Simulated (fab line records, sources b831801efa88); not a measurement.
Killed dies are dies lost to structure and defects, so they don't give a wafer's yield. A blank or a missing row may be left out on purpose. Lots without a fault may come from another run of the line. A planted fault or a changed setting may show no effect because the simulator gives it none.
Split-lot experiment | flow gf180mcu | 5 lots, 23 wafers read, on a route of 602 steps

THE SPLIT
At GF_NWELL_EXPOSE_04 (exposes mask Nwell, target cd 860 nm), the setting dose_mj was moved away from the recipe's 260 on 9 of the 23 wafers read, by +5.3% to +6.6%. The other wafers ran this setting at the recipe's value.

FROM THE SPLIT TO THE READING: what the file shows between them, 1 step
- GF_NWELL_PEB_05

THE READING
NWELL.cd_nm (the simulator's own value, which no gauge read), in nm, at GF_NWELL_DEVELOP_06 (develop time 62.53 s). The file gives no usual value for it. The 14 wafers here that ran the recipe average 858.9 nm, standard deviation 3.2 nm.

wafer  | tool, chamber at the split | dose_mj as run | against the recipe | NWELL.cd_nm, nm | against lot-mates on the recipe
L074.3 | iline_stepper-02, 0        | 260            | recipe             | 859.5           | -
L074.4 | iline_stepper-02, 0        | 260            | recipe             | 858.2           | -
L074.5 | iline_stepper-02, 0        | 260            | recipe             | 857.6           | -
L079.1 | iline_stepper-02, 0        | 277.1          | +6.6%              | 872.4           | +16.4
L079.3 | iline_stepper-02, 0        | 277.1          | +6.6%              | 872.3           | +16.2
L079.4 | iline_stepper-02, 0        | 260            | recipe             | 857.1           | -
L079.5 | iline_stepper-02, 0        | 277.1          | +6.6%              | 873             | +17.0
L079.6 | iline_stepper-02, 0        | 260            | recipe             | 855             | -
L080.1 | iline_stepper-02, 0        | 273.8          | +5.3%              | 868.1           | +13.5
L080.2 | iline_stepper-02, 0        | 273.8          | +5.3%              | 870             | +15.4
L080.3 | iline_stepper-02, 0        | 273.8          | +5.3%              | 871             | +16.4
L080.5 | iline_stepper-02, 0        | 260            | recipe             | 854.3           | -
L080.6 | iline_stepper-02, 0        | 260            | recipe             | 855             | -
L081.1 | iline_stepper-01, 0        | 260            | recipe             | 863.1           | -
L081.3 | iline_stepper-01, 0        | 260            | recipe             | 863.1           | -
L081.4 | iline_stepper-01, 0        | 260            | recipe             | 863.5           | -
L081.5 | iline_stepper-01, 0        | 260            | recipe             | 862.4           | -
L081.6 | iline_stepper-01, 0        | 260            | recipe             | 861.9           | -
L082.2 | iline_stepper-01, 0        | 260            | recipe             | 857.1           | -
L082.3 | iline_stepper-01, 0        | 260            | recipe             | 857.4           | -
L082.4 | iline_stepper-01, 0        | 274.6          | +5.6%              | 873.2           | +16.0
L082.5 | iline_stepper-01, 0        | 274.6          | +5.6%              | 874             | +16.8
L082.6 | iline_stepper-01, 0        | 274.6          | +5.6%              | 871.7           | +14.5

THE FIT
A straight line over all 23 wafers: NWELL.cd_nm changes by +2.19 nm for each +1% of dose_mj; r = +0.92; the points scatter about the line by 2.8 nm.
The same after taking each lot's own level away (the mean of its wafers on the recipe; 23 wafers): +2.68 nm for each +1%; r = +0.99; scatter 0.99 nm.
On that fit, the largest move of dose_mj shifts the reading by 18 nm.
The lots' own levels span 854.65 to 862.80 nm, that is 2.6 times the standard deviation above.
So the lot-to-lot level changes the slope: the two fits differ.
Check: with one of the wafers moved furthest among these (+6.6%) left out of the fit, the line predicts +17.9 nm for it against its lot-mates. It came out at +16.4 nm against them.

OTHER SPLITS ON THESE WAFERS
These wafers also went through other splits before the reading. Each is held against what the fit with the lots' levels taken away leaves over:
other split on the same wafers | wafers away from the commonest value | r with NWELL.cd_nm (lot level and that fit taken away)
GF_STI_CVD_03 time_s           | 18                                   | +0.42
GF_STI_ETCH_13 over_etch_frac  | 11                                   | +0.13
GF_STI_CVD_23 sih4_flow_sccm   | 7                                    | +0.11

THE FILE'S OWN FIT
NWELL.cd_nm changes by +2.69 nm for each +1% of dose_mj, r = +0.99.
